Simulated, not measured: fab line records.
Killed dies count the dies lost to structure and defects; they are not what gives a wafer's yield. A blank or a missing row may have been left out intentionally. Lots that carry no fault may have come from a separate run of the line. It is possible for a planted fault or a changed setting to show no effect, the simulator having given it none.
The tool behind it: which one? / flow sky130 / 31 wafers from 11 lots sampled at 6 of the route's 708 steps

== WHAT THE GAUGES READ, wafer by wafer ==
SKY_RES_XHIGH_TW_MEAS_09. Usual: RES_XHIGH_TW gives 1637 (standard deviation 11).
lot=L442; measured=day 27 03:10; on=filmMetro-03; RES_XHIGH_TW=1600 1619 1620; flag=
lot=L445; measured=day 28 20:49; on=filmMetro-01; RES_XHIGH_TW=1632 1628 1640; flag=
lot=L446; measured=day 28 21:22; on=filmMetro-04; RES_XHIGH_TW=1647 1645 1642; flag=
lot=L444; measured=day 28 23:23; on=filmMetro-04; RES_XHIGH_TW=1648 1637 1648; flag=
lot=L449; measured=day 29 19:37; on=filmMetro-03; RES_XHIGH_TW=1625 1618 1617; flag=
lot=L451; measured=day 29 23:55; on=filmMetro-01; RES_XHIGH_TW=1624 1630 1625; flag=
lot=L454; measured=day 31 02:25; on=filmMetro-01; RES_XHIGH_TW=1640 1634 1633; flag=
lot=L456; measured=day 31 06:38; on=filmMetro-04; RES_XHIGH_TW=1649 1636; flag=
lot=L458; measured=day 31 13:26; on=filmMetro-04; RES_XHIGH_TW=1646 1647; flag=
lot=L462; measured=day 33 14:40; on=filmMetro-01; RES_XHIGH_TW=1637 1640 1656; flag=
lot=L464; measured=day 33 17:01; on=filmMetro-01; RES_XHIGH_TW=1640 1643 1644; flag=

SKY_LI_CONTACT_RS_MEAS_22: the measuring method here is four-point-probe. Usual: LI_CONTACT_W_RS gives 0.286 ohm/sq (standard deviation 0.0048).
lot=L442; measured=day 29 12:25; on=filmMetro-04; LI_CONTACT_W_RS (ohm/sq)=0.273 0.288 0.282; flag=
lot=L445; measured=day 31 06:45; on=filmMetro-03; LI_CONTACT_W_RS (ohm/sq)=0.286 0.285 0.283; flag=
lot=L446; measured=day 31 07:34; on=filmMetro-03; LI_CONTACT_W_RS (ohm/sq)=0.284 0.284 0.284; flag=
lot=L444; measured=day 31 08:43; on=filmMetro-03; LI_CONTACT_W_RS (ohm/sq)=0.283 0.282 0.286; flag=
lot=L449; measured=day 32 04:38; on=filmMetro-04; LI_CONTACT_W_RS (ohm/sq)=0.282 0.284 0.283; flag=
lot=L451; measured=day 32 09:52; on=filmMetro-03; LI_CONTACT_W_RS (ohm/sq)=0.277 0.288 0.278; flag=
lot=L454; measured=day 33 11:17; on=filmMetro-01; LI_CONTACT_W_RS (ohm/sq)=0.290 0.287 0.288; flag=
lot=L456; measured=day 33 13:25; on=filmMetro-01; LI_CONTACT_W_RS (ohm/sq)=0.279 0.452 0.280 0.452; flag=OFF
lot=L458; measured=day 33 20:17; on=filmMetro-04; LI_CONTACT_W_RS (ohm/sq)=0.286 0.476 0.287 0.476; flag=OFF
lot=L462; measured=day 35 21:25; on=filmMetro-03; LI_CONTACT_W_RS (ohm/sq)=0.289 0.290 0.294; flag=
lot=L464; measured=day 35 23:32; on=filmMetro-04; LI_CONTACT_W_RS (ohm/sq)=0.291 0.292 0.287; flag=

SKY_LI_CONTACT_THK_MEAS_23: measures by xrf. Usual: LI_CONTACT_W_THK gives 391 nm (standard deviation 7.8).
lot=L442; measured=day 29 12:32; on=filmMetro-04; LI_CONTACT_W_THK (nm)=408 387 394; flag=
lot=L445; measured=day 31 06:52; on=filmMetro-03; LI_CONTACT_W_THK (nm)=390 391 395; flag=
lot=L446; measured=day 31 07:41; on=filmMetro-03; LI_CONTACT_W_THK (nm)=390 392 392; flag=
lot=L444; measured=day 31 08:49; on=filmMetro-03; LI_CONTACT_W_THK (nm)=393 395 389; flag=
lot=L449; measured=day 32 04:46; on=filmMetro-04; LI_CONTACT_W_THK (nm)=397 392 394; flag=
lot=L451; measured=day 32 09:59; on=filmMetro-03; LI_CONTACT_W_THK (nm)=400 389 398; flag=
lot=L454; measured=day 33 11:23; on=filmMetro-01; LI_CONTACT_W_THK (nm)=388 391 390; flag=
lot=L456; measured=day 33 14:56; on=filmMetro-01; LI_CONTACT_W_THK (nm)=400 250 398 251; flag=OFF
lot=L458; measured=day 33 22:46; on=filmMetro-04; LI_CONTACT_W_THK (nm)=394 237 392 236; flag=OFF
lot=L462; measured=day 35 21:31; on=filmMetro-03; LI_CONTACT_W_THK (nm)=376 376 371; flag=
lot=L464; measured=day 35 23:40; on=filmMetro-04; LI_CONTACT_W_THK (nm)=384 384 388; flag=

== EACH LOT AND THE TOOL THAT RAN IT (in order: tool; ch and the chambers of the sampled wafers; start) ==
lot=L442; SKY_LI_CONTACT_STRIP_16=plasmaAsher-04 ch 0,1, day 29 11:51; SKY_LI_CONTACT_SPUTTER_19=pvdSputter-04, day 29 12:08; SKY_LI_CONTACT_CVD_21=cvdW-02 ch 0,1, day 29 12:17
lot=L445; SKY_LI_CONTACT_STRIP_16=plasmaAsher-03 ch 0,1, day 31 06:09; SKY_LI_CONTACT_SPUTTER_19=pvdSputter-03, day 31 06:28; SKY_LI_CONTACT_CVD_21=cvdW-01 ch 0,1, day 31 06:36
lot=L446; SKY_LI_CONTACT_STRIP_16=plasmaAsher-04 ch 0,1, day 31 06:59; SKY_LI_CONTACT_SPUTTER_19=pvdSputter-04, day 31 07:17; SKY_LI_CONTACT_CVD_21=cvdW-01 ch 0,1, day 31 07:26
lot=L444; SKY_LI_CONTACT_STRIP_16=plasmaAsher-04 ch 0,1, day 31 08:08; SKY_LI_CONTACT_SPUTTER_19=pvdSputter-04, day 31 08:25; SKY_LI_CONTACT_CVD_21=cvdW-01 ch 0,1, day 31 08:35
lot=L449; SKY_LI_CONTACT_STRIP_16=plasmaAsher-03 ch 1, day 32 04:05; SKY_LI_CONTACT_SPUTTER_19=pvdSputter-04, day 32 04:23; SKY_LI_CONTACT_CVD_21=cvdW-01 ch 0, day 32 04:31
lot=L451; SKY_LI_CONTACT_STRIP_16=plasmaAsher-02 ch 0,1, day 32 09:18; SKY_LI_CONTACT_SPUTTER_19=pvdSputter-04, day 32 09:36; SKY_LI_CONTACT_CVD_21=cvdW-02 ch 0,1, day 32 09:44
lot=L454; SKY_LI_CONTACT_STRIP_16=plasmaAsher-02 ch 0, day 33 10:42; SKY_LI_CONTACT_SPUTTER_19=pvdSputter-04, day 33 11:00; SKY_LI_CONTACT_CVD_21=cvdW-01 ch 0,1, day 33 11:08
lot=L456; SKY_LI_CONTACT_STRIP_16=plasmaAsher-03 ch 1, day 33 12:50; SKY_LI_CONTACT_SPUTTER_19=pvdSputter-01, day 33 13:07; SKY_LI_CONTACT_CVD_21=cvdW-02 ch 0, day 33 13:17
lot=L458; SKY_LI_CONTACT_STRIP_16=plasmaAsher-04 ch 0, day 33 19:41; SKY_LI_CONTACT_SPUTTER_19=pvdSputter-01, day 33 19:59; SKY_LI_CONTACT_CVD_21=cvdW-02 ch 1, day 33 20:08
lot=L462; SKY_LI_CONTACT_STRIP_16=plasmaAsher-02 ch 0, day 35 20:45; SKY_LI_CONTACT_SPUTTER_19=pvdSputter-04, day 35 21:08; SKY_LI_CONTACT_CVD_21=cvdW-01 ch 0,1, day 35 21:16
lot=L464; SKY_LI_CONTACT_STRIP_16=plasmaAsher-04 ch 0,1, day 35 22:59; SKY_LI_CONTACT_SPUTTER_19=pvdSputter-01, day 35 23:17; SKY_LI_CONTACT_CVD_21=cvdW-01 ch 0, day 35 23:25
- SKY_LI_CONTACT_STRIP_16: strips in O2/N2.
- SKY_LI_CONTACT_SPUTTER_19: material Ti, target thk 20 nm, time 106.37 s.
- SKY_LI_CONTACT_CVD_21: deposits W, target thk 400 nm, time 120.56 s.

== AS READ BY THE TOOLS THEMSELVES (means over the sampled wafers that have a number; for cases with no such wafer, the mark the record gives instead) ==
SKY_LI_CONTACT_STRIP_16. Usual: drypumpMotorCurrentA 5.8 A, standard deviation 0.51; oesProductAu 0.377 a.u., standard deviation 0.0045; stripTimeToEndpointS 3.52 s, standard deviation 0.039.
lot=L442; tool=plasmaAsher-04; drypumpMotorCurrentA (A)=5.6; oesProductAu (a.u.)=0.374; stripTimeToEndpointS (s)=3.52; flag=
lot=L445; tool=plasmaAsher-03; drypumpMotorCurrentA (A)=6.0; oesProductAu (a.u.)=0.372; stripTimeToEndpointS (s)=3.51; flag=
lot=L446; tool=plasmaAsher-04; drypumpMotorCurrentA (A)=5.6; oesProductAu (a.u.)=0.378; stripTimeToEndpointS (s)=3.52; flag=
lot=L444; tool=plasmaAsher-04; drypumpMotorCurrentA (A)=6.1; oesProductAu (a.u.)=0.379; stripTimeToEndpointS (s)=3.49; flag=
lot=L449; tool=plasmaAsher-03; drypumpMotorCurrentA (A)=5.8; oesProductAu (a.u.)=0.382; stripTimeToEndpointS (s)=3.54; flag=
lot=L451; tool=plasmaAsher-02; drypumpMotorCurrentA (A)=5.6; oesProductAu (a.u.)=0.379; stripTimeToEndpointS (s)=3.53; flag=
lot=L454; tool=plasmaAsher-02; drypumpMotorCurrentA (A)=5.6; oesProductAu (a.u.)=0.382; stripTimeToEndpointS (s)=3.50; flag=
lot=L456; tool=plasmaAsher-03; drypumpMotorCurrentA (A)=5.8; oesProductAu (a.u.)=0.376; stripTimeToEndpointS (s)=3.46; flag=
lot=L458; tool=plasmaAsher-04; drypumpMotorCurrentA (A)=6.7; oesProductAu (a.u.)=0.381; stripTimeToEndpointS (s)=3.54; flag=
lot=L462; tool=plasmaAsher-02; drypumpMotorCurrentA (A)=5.6; oesProductAu (a.u.)=0.375; stripTimeToEndpointS (s)=3.53; flag=
lot=L464; tool=plasmaAsher-04; drypumpMotorCurrentA (A)=5.6; oesProductAu (a.u.)=0.375; stripTimeToEndpointS (s)=3.47; flag=

SKY_LI_CONTACT_SPUTTER_19. Usual: throttleValvePct reads 30.1 % (standard deviation 0.73).
lot=L442; tool=pvdSputter-04; throttleValvePct (%)=29.7; flag=
lot=L445; tool=pvdSputter-03; throttleValvePct (%)=29.5; flag=
lot=L446; tool=pvdSputter-04; throttleValvePct (%)=29.7; flag=
lot=L444; tool=pvdSputter-04; throttleValvePct (%)=30.1; flag=
lot=L449; tool=pvdSputter-04; throttleValvePct (%)=29.5; flag=
lot=L451; tool=pvdSputter-04; throttleValvePct (%)=30.0; flag=
lot=L454; tool=pvdSputter-04; throttleValvePct (%)=29.7; flag=
lot=L456; tool=pvdSputter-01; throttleValvePct (%)=30.4; flag=
lot=L458; tool=pvdSputter-01; throttleValvePct (%)=30.7; flag=
lot=L462; tool=pvdSputter-04; throttleValvePct (%)=29.5; flag=
lot=L464; tool=pvdSputter-01; throttleValvePct (%)=30.3; flag=

SKY_LI_CONTACT_CVD_21. Usual: heaterPowerW reads 884 W (standard deviation 83).
lot=L442; tool=cvdW-02; heaterPowerW (W)=966; flag=
lot=L445; tool=cvdW-01; heaterPowerW (W)=811; flag=
lot=L446; tool=cvdW-01; heaterPowerW (W)=861; flag=
lot=L444; tool=cvdW-01; heaterPowerW (W)=821; flag=
lot=L449; tool=cvdW-01; heaterPowerW (W)=781; flag=
lot=L451; tool=cvdW-02; heaterPowerW (W)=912; flag=
lot=L454; tool=cvdW-01; heaterPowerW (W)=861; flag=
lot=L456; tool=cvdW-02; heaterPowerW (W)=870; flag=
lot=L458; tool=cvdW-02; heaterPowerW (W)=994; flag=
lot=L462; tool=cvdW-01; heaterPowerW (W)=857; flag=
lot=L464; tool=cvdW-01; heaterPowerW (W)=776; flag=

== THE ANSWER, worked out from the rows above alone ==
Rule: a lot is off if the mean of its wafers that have a number lies more than 3 standard deviations from the usual mean. A lot without any number at a reading at which 4 lots or more have one is off too. All remaining lots with rows at the step are treated as sound. The gauges are gone through in route order, then the tools' own readings, and for those a lot's mean is taken as printed above. The first step at which some lot is off is used, and at that step the reading that is off furthest; a lot without a number counts as furthest.
Off: at SKY_LI_CONTACT_RS_MEAS_22 (LI_CONTACT_W_RS), L456, L458.
If a tool, at a process step before that reading, ran all the lots that are off and no sound lot after the first of them, it fits. Those tools and the gauges at SKY_LI_CONTACT_RS_MEAS_22 are tried in the same way. One fits: SKY_LI_CONTACT_CVD_21 on cvdW-02. Its last sound lot is L451 (day 32 09:44), its first lot that is off L456 (day 33 13:17): a fault that began between those two fits.

== WHAT THE SIMULATOR HAD INSERTED ==
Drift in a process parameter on cvdW-02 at SKY_LI_CONTACT_CVD_21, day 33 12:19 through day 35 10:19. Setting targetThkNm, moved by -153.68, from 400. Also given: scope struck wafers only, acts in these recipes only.
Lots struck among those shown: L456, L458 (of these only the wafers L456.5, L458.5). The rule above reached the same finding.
